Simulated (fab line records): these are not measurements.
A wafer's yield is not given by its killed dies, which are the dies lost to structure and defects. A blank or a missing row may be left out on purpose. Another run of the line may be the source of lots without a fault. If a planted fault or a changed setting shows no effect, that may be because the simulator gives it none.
Matching of chambers || flow sky130 || 4 sister chambers for SKY_SONOS_ONO_ETCH_15 on rie-diel-02
The step etches the open film in CHF3/O2, target depth 19.52 nm, time 7.8 s. 4 wafers are shown with their chamber, then 7 later ones without.

WAFERS PAIRED WITH THEIR CHAMBERS
{"wafer": "L596.5", "chamber": 1, "oes-product-au (a.u.)": 1.007}
{"wafer": "L599.5", "chamber": 0, "oes-product-au (a.u.)": 0.987}
{"wafer": "L600.2", "chamber": 3, "oes-product-au (a.u.)": 1.009}
{"wafer": "L600.3", "chamber": 2, "oes-product-au (a.u.)": 1.023}

WAFERS WITH NO CHAMBER GIVEN
{"wafer": "L600.5", "oes-product-au (a.u.)": 1.033}
{"wafer": "L605.1", "oes-product-au (a.u.)": 0.993}
{"wafer": "L605.2", "oes-product-au (a.u.)": 1.010}
{"wafer": "L605.5", "oes-product-au (a.u.)": 1.005}
{"wafer": "L606.1", "oes-product-au (a.u.)": 0.996}
{"wafer": "L606.2", "oes-product-au (a.u.)": 1.019}
{"wafer": "L606.4", "oes-product-au (a.u.)": 0.999}

WHICH CHAMBER EACH ONE RAN IN
{"wafer": "L600.5", "from the rows above": 2, "in truth": 2}
{"wafer": "L605.1", "from the rows above": "can't be placed: 0 or 1 or 3", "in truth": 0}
{"wafer": "L605.2", "from the rows above": "can't be placed: 3 or 1 or 2", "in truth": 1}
{"wafer": "L605.5", "from the rows above": "can't be placed: 1 or 3", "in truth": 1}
{"wafer": "L606.1", "from the rows above": "can't be placed: 0 or 1 or 3", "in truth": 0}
{"wafer": "L606.2", "from the rows above": "can't be placed: 2 or 3 or 1", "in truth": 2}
{"wafer": "L606.4", "from the rows above": "can't be placed: 1 or 3 or 0", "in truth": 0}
Correct placement for 1 of the 7. Can't be placed from these rows: 6 (the true chamber is among the candidates in 6). Wrongly placed: 0.
How it was worked out, from the rows above alone: a wafer's distance from a chamber is the root of the sum, over the readings, of the square of ((its reading less the chamber's mean) divided by the reading's scatter). The wafer belongs to the nearest chamber; if the next one is less than 2 further off, it can't be placed. For every chamber, the mean is computed from those of its wafers that are shown. The scatter (one wafer shown for each chamber): square how far every hidden wafer sits from the nearest shown wafer, average those squares and take the square root.
